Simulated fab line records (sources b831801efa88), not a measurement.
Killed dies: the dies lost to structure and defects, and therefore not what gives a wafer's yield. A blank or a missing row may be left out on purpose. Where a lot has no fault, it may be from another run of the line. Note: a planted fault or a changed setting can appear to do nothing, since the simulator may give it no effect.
fab line records / flow gf180mcu / part 2 of 2: steps 23 to 32 of 32
record: lots: 5 wafers: 15 last_day: 33
route steps=602 shown STI@12 DNWELL@32 NWELL@42
lots that met no fault: taken from a fault-free run of the same line
start_h: hours from the record's opening day to when the first of the lot's shown wafers began / wait_h: time in hours since the lot's previous step / " unchanged from the row above / L1.1+2: one row covering several wafers at once / - no value present, or no start provided / * or withheld: withheld / < > ~ a bound
route shown NAME@n: NAME is a module with steps in the file, n the number in the route of the first one / usual: average and standard deviation across the fault-free wafers / same: alike in all rows / chamber/n: place in a boat / sites: the reading at each site / _std_site: standard deviation across them / _edge_site: the outer-site mean with the inner-site mean subtracted / radius_mm: for every site, how far away it sits from the centre of the wafer / mask NAME#n: copy n / behind: the tool/chamber that last shaped the wafer / hold: the reason the lot was held/the length of the hold in hours/how it ended / device: transistor that didn't switch, given as n, p or np / end of line: the same wafers' tests at the end of the route / a step with no rows: only its recipe / killed: the dies lost at the first sort to structure and to defects; this is not the yield of the wafer / map: a wafer's dies, marking killed ones x, the rest . and places with no die _
set.NAME: the setting that was run; set.NAME@STEP: the one run at that earlier step / model.NAME: the simulator's own value behind a step, which no gauge read
certain route steps with their lots: each step a table, each wafer a row
services: a tool's chamber out of use, with start hour (start_h, from the record's first day; less than 0 if before it), hours out, and reason
== steps ==
step: GF_DNWELL_COAT_02
recipe: spin_rpm: 2000 resist_thk_nm: 3000
usual: chill_plate_temp_C: 22.99/0.1
lot.wafer=L074.1 tool=litho_track-03 chamber=0 start_h=36.72 wait_h=0.1 chill_plate_temp_C=23.00
lot.wafer=L074.3 tool=litho_track-03 chamber=0 start_h=36.72 wait_h=0.1 chill_plate_temp_C=22.95
lot.wafer=L074.6 tool=litho_track-03 chamber=0 start_h=36.72 wait_h=0.1 chill_plate_temp_C=23.03
lot.wafer=L081.1 tool=litho_track-03 chamber=0 start_h=71.56 wait_h=0.1 chill_plate_temp_C=23.05
lot.wafer=L081.2 tool=litho_track-03 chamber=0 start_h=71.56 wait_h=0.1 chill_plate_temp_C=23.04
lot.wafer=L081.3 tool=litho_track-03 chamber=0 start_h=71.56 wait_h=0.1 chill_plate_temp_C=22.96
lot.wafer=L085.4 tool=litho_track-02 chamber=0 start_h=96.80 wait_h=0.1 chill_plate_temp_C=22.96
lot.wafer=L085.5 tool=litho_track-02 chamber=0 start_h=96.80 wait_h=0.1 chill_plate_temp_C=22.92
lot.wafer=L085.6 tool=litho_track-02 chamber=0 start_h=96.80 wait_h=0.1 chill_plate_temp_C=23.15
lot.wafer=L090.3 tool=litho_track-02 chamber=0 start_h=120.93 wait_h=0.1 chill_plate_temp_C=22.96
lot.wafer=L090.5 tool=litho_track-02 chamber=0 start_h=120.93 wait_h=0.1 chill_plate_temp_C=23.12
lot.wafer=L090.6 tool=litho_track-02 chamber=0 start_h=120.93 wait_h=0.1 chill_plate_temp_C=22.96
lot.wafer=L094.1 tool=litho_track-01 chamber=0 start_h=141.13 wait_h=0.1 chill_plate_temp_C=22.90
lot.wafer=L094.2 tool=litho_track-01 chamber=0 start_h=141.13 wait_h=0.1 chill_plate_temp_C=22.96
lot.wafer=L094.4 tool=litho_track-01 chamber=0 start_h=141.13 wait_h=0.1 chill_plate_temp_C=22.81
step: GF_DNWELL_SOFTBAKE_03
recipe: temp_c: 110 time_s: withheld
usual: chill_plate_temp_C: 23.01/0.11
lot.wafer=L074.1 tool=litho_track-03 chamber=0 start_h=36.87 wait_h=0.1 chill_plate_temp_C=22.96
lot.wafer=L074.3 tool=litho_track-03 chamber=0 start_h=36.87 wait_h=0.1 chill_plate_temp_C=23.01
lot.wafer=L074.6 tool=litho_track-03 chamber=0 start_h=36.87 wait_h=0.1 chill_plate_temp_C=22.93
lot.wafer=L081.1 tool=litho_track-03 chamber=0 start_h=71.71 wait_h=0.1 chill_plate_temp_C=22.92
lot.wafer=L081.2 tool=litho_track-03 chamber=0 start_h=71.71 wait_h=0.1 chill_plate_temp_C=22.99
lot.wafer=L081.3 tool=litho_track-03 chamber=0 start_h=71.71 wait_h=0.1 chill_plate_temp_C=22.93
lot.wafer=L085.4 tool=litho_track-02 chamber=0 start_h=96.98 wait_h=0.1 chill_plate_temp_C=22.82
lot.wafer=L085.5 tool=litho_track-02 chamber=0 start_h=96.98 wait_h=0.1 chill_plate_temp_C=22.82
lot.wafer=L085.6 tool=litho_track-02 chamber=0 start_h=96.98 wait_h=0.1 chill_plate_temp_C=22.94
lot.wafer=L090.3 tool=litho_track-02 chamber=0 start_h=121.09 wait_h=0.1 chill_plate_temp_C=22.99
lot.wafer=L090.5 tool=litho_track-02 chamber=0 start_h=121.09 wait_h=0.1 chill_plate_temp_C=22.93
lot.wafer=L090.6 tool=litho_track-02 chamber=0 start_h=121.09 wait_h=0.1 chill_plate_temp_C=22.99
lot.wafer=L094.1 tool=litho_track-01 chamber=0 start_h=141.28 wait_h=0.1 chill_plate_temp_C=22.91
lot.wafer=L094.2 tool=litho_track-01 chamber=0 start_h=141.28 wait_h=0.1 chill_plate_temp_C=22.98
lot.wafer=L094.4 tool=litho_track-01 chamber=0 start_h=141.28 wait_h=0.1 chill_plate_temp_C=22.86
step: GF_DNWELL_EXPOSE_04
recipe: mask_id: DNWELL target_cd_nm: 1700 na: 0.6 source_shape: conventional sigma_outer: 0.6 dose_mj: 260
lot.wafer=L074.1+3+6 tool=iline_stepper-01 chamber=0 start_h=- wait_h=- mask=DNWELL#0
lot.wafer=L081.1+2+3 tool=iline_stepper-01 chamber=0 start_h=- wait_h=- mask=DNWELL#0
lot.wafer=L085.4+5+6 tool=iline_stepper-01 chamber=0 start_h=- wait_h=- mask=DNWELL#0
lot.wafer=L090.3+5+6 tool=iline_stepper-02 chamber=0 start_h=- wait_h=- mask=DNWELL#0
lot.wafer=L094.1+2+4 tool=iline_stepper-01 chamber=0 start_h=- wait_h=- mask=DNWELL#0
step: GF_DNWELL_PEB_05
recipe: temp_c: 115 time_s: withheld
usual: chill_plate_temp_C: 22.99/0.11
lot.wafer=L074.1 tool=litho_track-03 chamber=0 start_h=- wait_h=- chill_plate_temp_C=22.93
lot.wafer=L074.3 tool=litho_track-03 chamber=0 start_h=- wait_h=- chill_plate_temp_C=23.19
lot.wafer=L074.6 tool=litho_track-03 chamber=0 start_h=- wait_h=- chill_plate_temp_C=23.05
lot.wafer=L081.1 tool=litho_track-01 chamber=0 start_h=- wait_h=- chill_plate_temp_C=22.99
lot.wafer=L081.2 tool=litho_track-01 chamber=0 start_h=- wait_h=- chill_plate_temp_C=22.87
lot.wafer=L081.3 tool=litho_track-01 chamber=0 start_h=- wait_h=- chill_plate_temp_C=22.90
lot.wafer=L085.4 tool=litho_track-03 chamber=0 start_h=- wait_h=- chill_plate_temp_C=23.01
lot.wafer=L085.5 tool=litho_track-03 chamber=0 start_h=- wait_h=- chill_plate_temp_C=23.18
lot.wafer=L085.6 tool=litho_track-03 chamber=0 start_h=- wait_h=- chill_plate_temp_C=22.96
lot.wafer=L090.3 tool=litho_track-01 chamber=0 start_h=- wait_h=- chill_plate_temp_C=22.90
lot.wafer=L090.5 tool=litho_track-01 chamber=0 start_h=- wait_h=- chill_plate_temp_C=22.81
lot.wafer=L090.6 tool=litho_track-01 chamber=0 start_h=- wait_h=- chill_plate_temp_C=22.88
lot.wafer=L094.1 tool=litho_track-02 chamber=0 start_h=- wait_h=- chill_plate_temp_C=23.10
lot.wafer=L094.2 tool=litho_track-02 chamber=0 start_h=- wait_h=- chill_plate_temp_C=23.04
lot.wafer=L094.4 tool=litho_track-02 chamber=0 start_h=- wait_h=- chill_plate_temp_C=23.11
step: GF_DNWELL_DEVELOP_06
recipe: wall_angle_deg: 90 develop_time_s: 60 dev_temp_c: 23
usual: chill_plate_temp_C: 23.01/0.088
lot.wafer=L074.1 tool=litho_track-03 chamber=0 start_h=- wait_h=- chill_plate_temp_C=22.97
lot.wafer=L074.3 tool=litho_track-03 chamber=0 start_h=- wait_h=- chill_plate_temp_C=23.06
lot.wafer=L074.6 tool=litho_track-03 chamber=0 start_h=- wait_h=- chill_plate_temp_C=23.07
lot.wafer=L081.1 tool=litho_track-01 chamber=0 start_h=- wait_h=- chill_plate_temp_C=23.02
lot.wafer=L081.2 tool=litho_track-01 chamber=0 start_h=- wait_h=- chill_plate_temp_C=22.96
lot.wafer=L081.3 tool=litho_track-01 chamber=0 start_h=- wait_h=- chill_plate_temp_C=23.14
lot.wafer=L085.4 tool=litho_track-03 chamber=0 start_h=- wait_h=- chill_plate_temp_C=23.14
lot.wafer=L085.5 tool=litho_track-03 chamber=0 start_h=- wait_h=- chill_plate_temp_C=23.14
lot.wafer=L085.6 tool=litho_track-03 chamber=0 start_h=- wait_h=- chill_plate_temp_C=23.02
lot.wafer=L090.3 tool=litho_track-01 chamber=0 start_h=- wait_h=- chill_plate_temp_C=22.97
lot.wafer=L090.5 tool=litho_track-01 chamber=0 start_h=- wait_h=- chill_plate_temp_C=22.96
lot.wafer=L090.6 tool=litho_track-01 chamber=0 start_h=- wait_h=- chill_plate_temp_C=22.96
lot.wafer=L094.1 tool=litho_track-02 chamber=0 start_h=- wait_h=- chill_plate_temp_C=23.12
lot.wafer=L094.2 tool=litho_track-02 chamber=0 start_h=- wait_h=- chill_plate_temp_C=22.92
lot.wafer=L094.4 tool=litho_track-02 chamber=0 start_h=- wait_h=- chill_plate_temp_C=23.10
step: GF_DNWELL_IMPLANT_07
recipe: species: P energy_kev: 1500 dose_cm2: 1e+13 tilt_deg: 0
usual: dose_ions_cm2: 1.0001e+13/1e+10
same: implant_ion_amu: 31
lot.wafer=L074.1 tool=implanter-03 chamber=0 start_h=43.32 wait_h=- dose_ions_cm2=1e+13
lot.wafer=L074.3 tool=implanter-03 chamber=0 start_h=43.32 wait_h=- dose_ions_cm2=1.0006e+13
lot.wafer=L074.6 tool=implanter-03 chamber=0 start_h=43.32 wait_h=- dose_ions_cm2=1.0001e+13
lot.wafer=L081.1 tool=implanter-01 chamber=0 start_h=78.88 wait_h=- dose_ions_cm2=1.0001e+13
lot.wafer=L081.2 tool=implanter-01 chamber=0 start_h=78.88 wait_h=- dose_ions_cm2=9.997e+12
lot.wafer=L081.3 tool=implanter-01 chamber=0 start_h=78.88 wait_h=- dose_ions_cm2=9.996e+12
lot.wafer=L085.4 tool=implanter-04 chamber=0 start_h=103.69 wait_h=- dose_ions_cm2=9.992e+12
lot.wafer=L085.5 tool=implanter-04 chamber=0 start_h=103.69 wait_h=- dose_ions_cm2=1.001e+13
lot.wafer=L085.6 tool=implanter-04 chamber=0 start_h=103.69 wait_h=- dose_ions_cm2=1.0002e+13
lot.wafer=L090.3 tool=implanter-03 chamber=0 start_h=128.73 wait_h=- dose_ions_cm2=1.0007e+13
lot.wafer=L090.5 tool=implanter-03 chamber=0 start_h=128.73 wait_h=- dose_ions_cm2=1.0005e+13
lot.wafer=L090.6 tool=implanter-03 chamber=0 start_h=128.73 wait_h=- dose_ions_cm2=1e+13
lot.wafer=L094.1 tool=implanter-04 chamber=0 start_h=148.68 wait_h=- dose_ions_cm2=1.0015e+13
lot.wafer=L094.2 tool=implanter-04 chamber=0 start_h=148.68 wait_h=- dose_ions_cm2=9.991e+12
lot.wafer=L094.4 tool=implanter-04 chamber=0 start_h=148.68 wait_h=- dose_ions_cm2=1e+13
step: GF_DNWELL_STRIP_08
recipe: chemistry: O2/N2 power_w: 1400 pressure_mtorr: 1500 platen_temp_c: 250 o2_flow_sccm: 3000 n2_flow_sccm: 300 overash_fraction: 0.5
usual: chamber_pressure_mTorr: 1500.0/1.4 drypump_motor_current_A: 6.0/0.4 heater_power_w: 330/38 n2_flow_sccm: 299.8/0.9 oes_product_au: 0.723/0.0041 strip_time_to_endpoint_s: 36.98/0.1
lot.wafer=L074.1 tool=plasma_asher-04 chamber=0 start_h=43.62 wait_h=0.2 chamber_pressure_mTorr=1499.9 drypump_motor_current_A=5.9 heater_power_w=274 n2_flow_sccm=299.6 oes_product_au=0.727 rf_hours_counter_h=25 strip_time_to_endpoint_s=36.94
lot.wafer=L074.3 tool=plasma_asher-04 chamber=1 start_h=43.62 wait_h=0.2 chamber_pressure_mTorr=1500.5 drypump_motor_current_A=5.4 heater_power_w=334 n2_flow_sccm=300.9 oes_product_au=0.719 rf_hours_counter_h=- strip_time_to_endpoint_s=37.06
lot.wafer=L074.6 tool=plasma_asher-04 chamber=0 start_h=43.62 wait_h=0.2 chamber_pressure_mTorr=1500.8 drypump_motor_current_A=5.8 heater_power_w=278 n2_flow_sccm=300.9 oes_product_au=0.723 rf_hours_counter_h=- strip_time_to_endpoint_s=37.00
lot.wafer=L081.1 tool=plasma_asher-01 chamber=1 start_h=79.03 wait_h=0.1 chamber_pressure_mTorr=1499.5 drypump_motor_current_A=6.2 heater_power_w=371 n2_flow_sccm=299.6 oes_product_au=0.725 rf_hours_counter_h=44 strip_time_to_endpoint_s=36.83
lot.wafer=L081.2 tool=plasma_asher-01 chamber=0 start_h=79.03 wait_h=0.1 chamber_pressure_mTorr=1500.5 drypump_motor_current_A=6.7 heater_power_w=351 n2_flow_sccm=299.3 oes_product_au=0.720 rf_hours_counter_h=44 strip_time_to_endpoint_s=36.87
lot.wafer=L081.3 tool=plasma_asher-01 chamber=0 start_h=79.03 wait_h=0.1 chamber_pressure_mTorr=1501.3 drypump_motor_current_A=6.8 heater_power_w=359 n2_flow_sccm=300.0 oes_product_au=0.719 rf_hours_counter_h=- strip_time_to_endpoint_s=36.73
lot.wafer=L085.4 tool=plasma_asher-01 chamber=1 start_h=103.80 wait_h=0.1 chamber_pressure_mTorr=1498.7 drypump_motor_current_A=6.2 heater_power_w=361 n2_flow_sccm=299.3 oes_product_au=0.721 rf_hours_counter_h=- strip_time_to_endpoint_s=36.93
lot.wafer=L085.5 tool=plasma_asher-01 chamber=0 start_h=103.80 wait_h=0.1 chamber_pressure_mTorr=1499.5 drypump_motor_current_A=6.7 heater_power_w=361 n2_flow_sccm=301.1 oes_product_au=0.725 rf_hours_counter_h=- strip_time_to_endpoint_s=36.97
lot.wafer=L085.6 tool=plasma_asher-01 chamber=1 start_h=103.80 wait_h=0.1 chamber_pressure_mTorr=1499.3 drypump_motor_current_A=6.2 heater_power_w=360 n2_flow_sccm=300.6 oes_product_au=0.724 rf_hours_counter_h=- strip_time_to_endpoint_s=36.84
lot.wafer=L090.3 tool=plasma_asher-04 chamber=1 start_h=128.86 wait_h=0.1 chamber_pressure_mTorr=1499.8 drypump_motor_current_A=5.4 heater_power_w=343 n2_flow_sccm=299.5 oes_product_au=0.719 rf_hours_counter_h=- strip_time_to_endpoint_s=36.85
lot.wafer=L090.5 tool=plasma_asher-04 chamber=1 start_h=128.86 wait_h=0.1 chamber_pressure_mTorr=1499.7 drypump_motor_current_A=5.4 heater_power_w=340 n2_flow_sccm=298.5 oes_product_au=0.724 rf_hours_counter_h=- strip_time_to_endpoint_s=36.99
lot.wafer=L090.6 tool=plasma_asher-04 chamber=0 start_h=128.86 wait_h=0.1 chamber_pressure_mTorr=1499.5 drypump_motor_current_A=5.9 heater_power_w=286 n2_flow_sccm=300.6 oes_product_au=0.722 rf_hours_counter_h=- strip_time_to_endpoint_s=36.87
lot.wafer=L094.1 tool=plasma_asher-01 chamber=0 start_h=148.83 wait_h=0.1 chamber_pressure_mTorr=1497.9 drypump_motor_current_A=6.7 heater_power_w=322 n2_flow_sccm=300.5 oes_product_au=0.734 rf_hours_counter_h=3 strip_time_to_endpoint_s=36.91
lot.wafer=L094.2 tool=plasma_asher-01 chamber=1 start_h=148.83 wait_h=0.1 chamber_pressure_mTorr=1499.0 drypump_motor_current_A=6.1 heater_power_w=408 n2_flow_sccm=297.9 oes_product_au=0.720 rf_hours_counter_h=3 strip_time_to_endpoint_s=37.06
lot.wafer=L094.4 tool=plasma_asher-01 chamber=1 start_h=148.83 wait_h=0.1 chamber_pressure_mTorr=1499.6 drypump_motor_current_A=6.2 heater_power_w=398 n2_flow_sccm=299.2 oes_product_au=0.715 rf_hours_counter_h=- strip_time_to_endpoint_s=36.90
step: GF_DNWELL_TW_MEAS_09
usual: DNWELL_TW: 1338/11
lot.wafer=L074.1 tool=film_metro-02 chamber=- start_h=43.72 wait_h=0.1 DNWELL_TW=1324
lot.wafer=L074.3 tool=film_metro-02 chamber=- start_h=43.72 wait_h=0.1 DNWELL_TW=1321
lot.wafer=L074.6 tool=film_metro-02 chamber=- start_h=43.72 wait_h=0.1 DNWELL_TW=1328
lot.wafer=L081.1 tool=film_metro-04 chamber=- start_h=79.13 wait_h=0.1 DNWELL_TW=1348
lot.wafer=L081.2 tool=film_metro-04 chamber=- start_h=79.13 wait_h=0.1 DNWELL_TW=1346
lot.wafer=L081.3 tool=film_metro-04 chamber=- start_h=79.13 wait_h=0.1 DNWELL_TW=1348
lot.wafer=L085.4 tool=film_metro-02 chamber=- start_h=103.89 wait_h=0.1 DNWELL_TW=1315
lot.wafer=L085.5 tool=film_metro-02 chamber=- start_h=103.89 wait_h=0.1 DNWELL_TW=1315
lot.wafer=L085.6 tool=film_metro-02 chamber=- start_h=103.89 wait_h=0.1 DNWELL_TW=1325
lot.wafer=L090.3 tool=film_metro-04 chamber=- start_h=128.95 wait_h=0.1 DNWELL_TW=1347
lot.wafer=L090.5 tool=film_metro-04 chamber=- start_h=128.95 wait_h=0.1 DNWELL_TW=1352
lot.wafer=L090.6 tool=film_metro-04 chamber=- start_h=128.95 wait_h=0.1 DNWELL_TW=1349
lot.wafer=L094.1 tool=film_metro-01 chamber=- start_h=148.93 wait_h=0.1 DNWELL_TW=1338
lot.wafer=L094.2 tool=film_metro-01 chamber=- start_h=148.93 wait_h=0.1 DNWELL_TW=1346
lot.wafer=L094.4 tool=film_metro-01 chamber=- start_h=148.93 wait_h=0.1 DNWELL_TW=1346
step: GF_NWELL_DEHYDRATE_00
recipe: temp_c: 200 time_s: 60
usual: chill_plate_temp_C: 22.97/0.1
lot.wafer=L074.1 tool=litho_track-04 chamber=0 start_h=48.96 wait_h=5.2 chill_plate_temp_C=22.84
lot.wafer=L074.3 tool=litho_track-04 chamber=0 start_h=48.96 wait_h=5.2 chill_plate_temp_C=22.84
lot.wafer=L074.6 tool=litho_track-04 chamber=0 start_h=48.96 wait_h=5.2 chill_plate_temp_C=23.09
lot.wafer=L081.1 tool=litho_track-04 chamber=0 start_h=85.21 wait_h=6.1 chill_plate_temp_C=23.11
lot.wafer=L081.2 tool=litho_track-04 chamber=0 start_h=85.21 wait_h=6.1 chill_plate_temp_C=23.08
lot.wafer=L081.3 tool=litho_track-04 chamber=0 start_h=85.21 wait_h=6.1 chill_plate_temp_C=23.02
lot.wafer=L085.4 tool=litho_track-03 chamber=0 start_h=110.74 wait_h=6.8 chill_plate_temp_C=22.98
lot.wafer=L085.5 tool=litho_track-03 chamber=0 start_h=110.74 wait_h=6.8 chill_plate_temp_C=22.97
lot.wafer=L085.6 tool=litho_track-03 chamber=0 start_h=110.74 wait_h=6.8 chill_plate_temp_C=22.79
lot.wafer=L090.3 tool=litho_track-01 chamber=0 start_h=135.53 wait_h=6.6 chill_plate_temp_C=22.80
lot.wafer=L090.5 tool=litho_track-01 chamber=0 start_h=135.53 wait_h=6.6 chill_plate_temp_C=22.97
lot.wafer=L090.6 tool=litho_track-01 chamber=0 start_h=135.53 wait_h=6.6 chill_plate_temp_C=22.99
lot.wafer=L094.1 tool=litho_track-04 chamber=0 start_h=156.11 wait_h=7.2 chill_plate_temp_C=22.94
lot.wafer=L094.2 tool=litho_track-04 chamber=0 start_h=156.11 wait_h=7.2 chill_plate_temp_C=22.85
lot.wafer=L094.4 tool=litho_track-04 chamber=0 start_h=156.11 wait_h=7.2 chill_plate_temp_C=23.14
step: GF_NWELL_HMDS_01
recipe: prime_time_s: 60 prime_temp_c: 120
usual: chill_plate_temp_C: 22.98/0.11
lot.wafer=L074.1 tool=litho_track-04 chamber=0 start_h=49.11 wait_h=0.1 chill_plate_temp_C=23.02
lot.wafer=L074.3 tool=litho_track-04 chamber=0 start_h=49.11 wait_h=0.1 chill_plate_temp_C=22.95
lot.wafer=L074.6 tool=litho_track-04 chamber=0 start_h=49.11 wait_h=0.1 chill_plate_temp_C=23.07
lot.wafer=L081.1 tool=litho_track-04 chamber=0 start_h=85.36 wait_h=0.1 chill_plate_temp_C=23.04
lot.wafer=L081.2 tool=litho_track-04 chamber=0 start_h=85.36 wait_h=0.1 chill_plate_temp_C=23.06
lot.wafer=L081.3 tool=litho_track-04 chamber=0 start_h=85.36 wait_h=0.1 chill_plate_temp_C=22.96
lot.wafer=L085.4 tool=litho_track-03 chamber=0 start_h=110.89 wait_h=0.1 chill_plate_temp_C=22.88
lot.wafer=L085.5 tool=litho_track-03 chamber=0 start_h=110.89 wait_h=0.1 chill_plate_temp_C=23.15
lot.wafer=L085.6 tool=litho_track-03 chamber=0 start_h=110.89 wait_h=0.1 chill_plate_temp_C=23.12
lot.wafer=L090.3 tool=litho_track-01 chamber=0 start_h=135.68 wait_h=0.1 chill_plate_temp_C=22.90
lot.wafer=L090.5 tool=litho_track-01 chamber=0 start_h=135.68 wait_h=0.1 chill_plate_temp_C=22.88
lot.wafer=L090.6 tool=litho_track-01 chamber=0 start_h=135.68 wait_h=0.1 chill_plate_temp_C=22.89
lot.wafer=L094.1 tool=litho_track-04 chamber=0 start_h=156.26 wait_h=0.1 chill_plate_temp_C=23.17
lot.wafer=L094.2 tool=litho_track-04 chamber=0 start_h=156.26 wait_h=0.1 chill_plate_temp_C=23.16
lot.wafer=L094.4 tool=litho_track-04 chamber=0 start_h=156.26 wait_h=0.1 chill_plate_temp_C=22.99
== services ==
tool=implanter-04 chamber=- start_h=3.81 hours=0.9 kind=repair
tool=implanter-03 chamber=- start_h=6.10 hours=3.6 kind=repair
tool=rie_si-01 chamber=- start_h=7.91 hours=2.8 kind=pm
tool=rie_diel-02 chamber=2 start_h=10.69 hours=2.0 kind=repair
tool=implanter-04 chamber=- start_h=10.92 hours=2.4 kind=pm
tool=rie_si-02 chamber=2 start_h=26.13 hours=5.5 kind=repair
tool=rie_si-02 chamber=1 start_h=29.87 hours=1.0 kind=repair
tool=implanter-04 chamber=- start_h=31.29 hours=7.7 kind=repair
tool=cmp-01 chamber=- start_h=47.22 hours=1.9 kind=repair
tool=hdpcvd-01 chamber=- start_h=47.62 hours=0.3 kind=repair
tool=plasma_asher-02 chamber=- start_h=47.66 hours=2.1 kind=repair
tool=rie_si-01 chamber=0 start_h=47.78 hours=29.0 kind=repair
tool=furnace-02 chamber=- start_h=50.59 hours=3.8 kind=pm
tool=cmp-01 chamber=- start_h=53.47 hours=1.1 kind=repair
tool=cmp-01 chamber=- start_h=64.00 hours=4.0 kind=pm
tool=furnace-01 chamber=- start_h=72.87 hours=3.4 kind=pm
tool=furnace-02 chamber=- start_h=77.58 hours=4.5 kind=pm
tool=hdpcvd-01 chamber=- start_h=82.11 hours=0.8 kind=repair
tool=furnace-01 chamber=- start_h=105.90 hours=2.7 kind=pm
tool=plasma_asher-01 chamber=- start_h=108.75 hours=9.0 kind=pm
tool=iline_stepper-01 chamber=- start_h=134.13 hours=1.7 kind=pm
tool=furnace-01 chamber=- start_h=147.45 hours=2.1 kind=pm
tool=rie_si-02 chamber=3 start_h=154.05 hours=9.0 kind=repair
tool=iline_stepper-01 chamber=- start_h=156.15 hours=8.9 kind=pm
